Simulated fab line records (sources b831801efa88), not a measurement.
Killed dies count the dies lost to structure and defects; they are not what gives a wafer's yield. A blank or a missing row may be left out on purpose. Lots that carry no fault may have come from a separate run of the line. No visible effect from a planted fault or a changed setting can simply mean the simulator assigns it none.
Which tool is to blame?	flow sky130	12 lots with 36 wafers sampled at 4 steps, on a route of 708 steps

## WHAT THE GAUGES SHOWED, per wafer
SKY_LI_CONTACT_THK_MEAS_01.
lot	measured	on	LI_CONTACT_HDPCVD_THK (nm)
L780	day 29 13:49	filmMetro-04	929 935 929
L782	day 30 13:05	filmMetro-03	932 943 927
L783	day 30 14:22	filmMetro-03	920 903 917
L785	day 31 00:48	filmMetro-03	930 934 928
L788	day 32 09:09	filmMetro-04	947 947 943
L790	day 33 07:16	filmMetro-04	927 917 925
L792	day 33 11:25	filmMetro-01	929 930 924
L793	day 33 14:49	filmMetro-01	923 920 926
L794	day 33 18:40	filmMetro-04	944 943 931
L797	day 35 02:20	filmMetro-04	922 930 918
L798	day 35 06:37	filmMetro-03	939 942 944
L799	day 35 07:19	filmMetro-01	920 940 923

SKY_LOCAL_INTERCONNECT_THK_MEAS_02: measures by xrf.
lot	measured	on	LOCAL_INTERCONNECT_TIN_THK (nm)
L780	day 30 14:58	filmMetro-01	105.3 105.2 106.3
L785	day 32 05:22	filmMetro-03	105.0 106.3 103.9
L788	day 33 12:43	filmMetro-01	104.2 104.6 104.2
L790	day 34 11:29	filmMetro-01	104.3 105.3 106.0
L792	day 34 15:58	filmMetro-03	105.6 104.9 105.0
L793	day 34 19:30	filmMetro-01	105.7 106.1 104.3
L794	day 34 22:47	filmMetro-01	106.2 107.8 105.6
L797	day 36 06:50	filmMetro-03	105.0 105.4 105.1
L798	day 36 10:20	filmMetro-02	105.1 104.5 104.8
L799	day 36 11:37	filmMetro-01	105.8 105.5 105.8

## TOOL THAT RAN EACH LOT (tool first, then ch and the chambers of the sampled wafers, then the start)
lot	SKY_LI_CONTACT_ETCH_15	SKY_LI_CONTACT_STRIP_16
L780	rieDiel-03 ch 0,1,3, day 30 12:11	plasmaAsher-01 ch 0,1, day 30 12:16
L782	rieDiel-04 ch 1,2,3, day 31 14:16	plasmaAsher-03 ch 0,1, day 31 14:21
L783	rieDiel-04 ch 0,1,2, day 31 19:07	plasmaAsher-04 ch 0, day 31 19:12
L785	rieDiel-04 ch 0,2,3, day 32 04:01	plasmaAsher-03 ch 0,1, day 32 04:06
L788	rieDiel-03 ch 1,2,3, day 33 11:22	plasmaAsher-04 ch 0,1, day 33 11:29
L790	rieDiel-01 ch 0,2,3, day 34 10:10	plasmaAsher-03 ch 0,1, day 34 10:15
L792	rieDiel-03 ch 1,2,3, day 34 14:40	plasmaAsher-03 ch 0,1, day 34 14:45
L793	rieDiel-04 ch 0,1, day 34 18:10	plasmaAsher-01 ch 0,1, day 34 18:17
L794	rieDiel-03 ch 0,2,3, day 34 21:29	plasmaAsher-03 ch 0,1, day 34 21:34
L797	rieDiel-04 ch 0,1, day 36 05:32	plasmaAsher-04 ch 0,1, day 36 05:37
L798	rieDiel-01 ch 2,3, day 36 09:02	plasmaAsher-04 ch 0,1, day 36 09:07
L799	rieDiel-01 ch 0,2, day 36 10:17	plasmaAsher-04 ch 0,1, day 36 10:22
- SKY_LI_CONTACT_ETCH_15: etches PSG in C4F8/O2/Ar, stops on Si, target depth 600 nm.
- SKY_LI_CONTACT_STRIP_16: strips in O2/N2.

## WHAT THE TOOLS THEMSELVES READ (means of the sampled wafers that have a number; where no wafer has one, the mark that the record gives instead)
SKY_LI_CONTACT_ETCH_15.
lot	tool	biasW (W)	chamberPressureMTorr (mTorr)	oesProductAu (a.u.)	rfFwdPowerW (W)
L780	rieDiel-03	1202	39.99	0.842	1495
L782	rieDiel-04	-	-	-	-
L783	rieDiel-04	-	-	-	-
L785	rieDiel-04	1198	40.01	0.840	1495
L788	rieDiel-03	1201	39.99	0.833	1489
L790	rieDiel-01	1198	40.00	0.832	1490
L792	rieDiel-03	1198	39.99	0.837	1491
L793	rieDiel-04	1201	40.02	0.839	1497
L794	rieDiel-03	1202	39.99	0.840	1495
L797	rieDiel-04	1201	39.97	0.838	1498
L798	rieDiel-01	1198	40.01	0.838	1485
L799	rieDiel-01	1198	39.97	0.830	1489

SKY_LI_CONTACT_STRIP_16.
lot	tool	chamberPressureMTorr (mTorr)	drypumpMotorCurrentA (A)	o2FlowSccm (sccm)	oesProductAu (a.u.)	stripTimeToEndpointS (s)
L780	plasmaAsher-01	1499.2	5.2	2992	0.375	3.48
L782	plasmaAsher-03	1499.5	5.6	2990	0.446	5.22
L783	plasmaAsher-04	1500.6	5.6	2999	0.451	5.19
L785	plasmaAsher-03	1500.6	5.3	2997	0.381	3.53
L788	plasmaAsher-04	1499.9	5.3	3000	0.377	3.52
L790	plasmaAsher-03	1500.5	5.3	3002	0.374	3.45
L792	plasmaAsher-03	1499.7	5.3	3002	0.376	3.52
L793	plasmaAsher-01	1500.3	5.1	3000	0.373	3.47
L794	plasmaAsher-03	1500.1	5.6	2999	0.374	3.50
L797	plasmaAsher-04	1499.7	5.3	2993	0.374	3.50
L798	plasmaAsher-04	1498.9	5.3	3002	0.374	3.50
L799	plasmaAsher-04	1499.4	5.5	3005	0.375	3.47

## THE ANSWER, worked out from the rows above alone
Rule: what is usual is taken from the lots themselves. The widest of any qualifying gaps counts: lots, ordered by their means at a reading, are off when they make up no more than a third of the lots, leave a main group of 4 or more, and stand apart from it by 3 or more times the standard deviation of that group's means. A main group whose means are all the same, to the digits that the tables above print for the reading, isn't used. A lot without any number at a reading at which 4 lots or more have one is off too. All remaining lots with rows at the step are treated as sound. Order of review: gauges by route order, followed by the tools' own readings, for which a lot's mean as printed above is used. The first step at which some lot is off is used, and at that step the reading that is off furthest; a lot without a number counts as furthest.
Off, at SKY_LI_CONTACT_ETCH_15 on biasW: L782, L783. Without a number there: L782, L783. Mean 1200 W and standard deviation 1.7 in the main group.
If a tool, at that step or one of the process steps before it, ran each lot that is off and ran no sound lot following the first of them, it fits. Of those tried, none fits.

## WHAT THE SIMULATOR HAD PUT IN
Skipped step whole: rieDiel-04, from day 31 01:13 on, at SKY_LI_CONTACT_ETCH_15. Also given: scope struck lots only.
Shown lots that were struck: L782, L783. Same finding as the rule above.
